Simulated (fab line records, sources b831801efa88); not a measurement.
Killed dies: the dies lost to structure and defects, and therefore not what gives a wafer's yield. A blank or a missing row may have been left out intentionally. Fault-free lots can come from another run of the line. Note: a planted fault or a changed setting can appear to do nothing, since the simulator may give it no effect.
Struck lot and sound lot, side by side :: flow sky130 :: 14 out of 708 route steps
Sound: these wafers, L772.2, L772.4, L772.5. Wafers L775.3, L775.4, L775.5 were the ones struck. Last of all comes the cause.
Per side, at each step with rows, come the tool, then ch with its chambers, and then its first start. Under that, the readings that differ: sound wafers :: struck wafers :: difference of the means :: sigmas: that difference in standard deviations of wafers without a fault.
alike: a reading whose means differ by less than 2 such deviations, as well as words and numbers matching on both sides. not compared: withheld readings; readings where some wafer has no value; bounds like >300 that might hide an equal value; numbers whose values overlap and for which the record gives no deviation.
The two part at a step that has a row with sigmas, a row that says differs or no value, or rows on one side only. Numbers that have no deviation but don't overlap get no sigmas and don't part them. A reading missing from all wafers of one side parts the sides only when that side holds two or more wafers.

SKY_NWELL_OVL_MEAS_23:
  sound on overlay-01 at day 7 19:08; struck on overlay-02 at day 8 06:04
  alike: NWELL_01_OVL
then, 1 step without rows for these wafers: SKY_NWELL_IMPLANT_24.
SKY_NWELL_STRIP_25: strips in O2/N2.
  sound on plasma-asher-02 ch 0,1, day 7 19:19; struck on plasma-asher-03 ch 0,1, day 8 06:16
  alike: drypump-motor-current-A, oes-product-au, strip-time-to-endpoint-s
  not compared: rf-hours-counter-h
SKY_NWELL_TW_MEAS_26:
  sound on film-metro-03 at day 7 19:25; struck on film-metro-03 at day 8 06:22
  alike: NWELL_2_TW
then, 1 step without rows for these wafers: SKY_NWELL_CLEAN_27 (cleans in SC1/SC2, time 150 s).
SKY_NWELL_RTA_28: time 30 s.
  sound on rtp-anneal-02 ch 0, day 7 19:32; struck on rtp-anneal-02 ch 0, day 8 06:29
  alike: lamp-power-pct, ramp-up-c-per-s, wafer_temp_C_max
SKY_NWELL_RS_MEAS_29: uses a four-point probe to measure.
  sound on film-metro-01 at day 7 19:38; struck on film-metro-03 at day 8 06:35
  alike: NWELL_RS
SKY_NWELL_RS_MEAS_31: uses a four-point probe to measure.
  sound on film-metro-01 at day 7 19:53; struck on film-metro-03 at day 8 06:50
  alike: PWDE_RS
then, 3 steps without rows for these wafers: SKY_VT_ADJUST_HVTP_DEHYDRATE_00 (time 60 s); SKY_VT_ADJUST_HVTP_HMDS_01 (prime time 60 s); SKY_VT_ADJUST_HVTP_COAT_02 (resist thk 1140 nm).
SKY_VT_ADJUST_HVTP_SOFTBAKE_03: time 60 s.
  sound on litho-track-01 ch 0, day 8 06:05; struck on litho-track-04 ch 0, day 8 16:13
reading: heater-power-total-W (W)
sound: 56.60 56.63 56.60
struck: 55.18 55.22 55.18
difference: -1.42
sigmas: -31

reading: plate-temp-C (C)
sound: 90.02 89.91 90.14
struck: 88.41 88.21 88.15
difference: -1.77
sigmas: -14
then, 1 step without rows for these wafers: SKY_VT_ADJUST_HVTP_EXPOSE_04 (exposes mask HVTPM, target cd 380 nm).
-- here the record skips 40 days between the struck wafers' starts before and after, leaving off in module VT_ADJUST_HVTP and picking up in module PAD_OPEN (first step shown: number 708 of the route) --
SKY_PAD_OPEN_PROBE_99:
  sound on prober-02 at day 48 04:08; struck on prober-01 at day 48 14:20
  alike: killed_at_M0_to_M3, killed_at_M4_up, killed-at-contacts, killed-at-front-end, killed-at-other, killed-dies, killed-open, killed-short

## WHERE THEY PART
Only at SKY_VT_ADJUST_HVTP_SOFTBAKE_03, as far as this record shows. Later steps at which nothing parts them and some readings are alike: SKY_PAD_OPEN_PROBE_99.

WHY: the cause the simulator had injected
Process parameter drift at SKY_VT_ADJUST_HVTP_SOFTBAKE_03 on litho-track-04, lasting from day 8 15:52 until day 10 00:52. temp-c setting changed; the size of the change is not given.
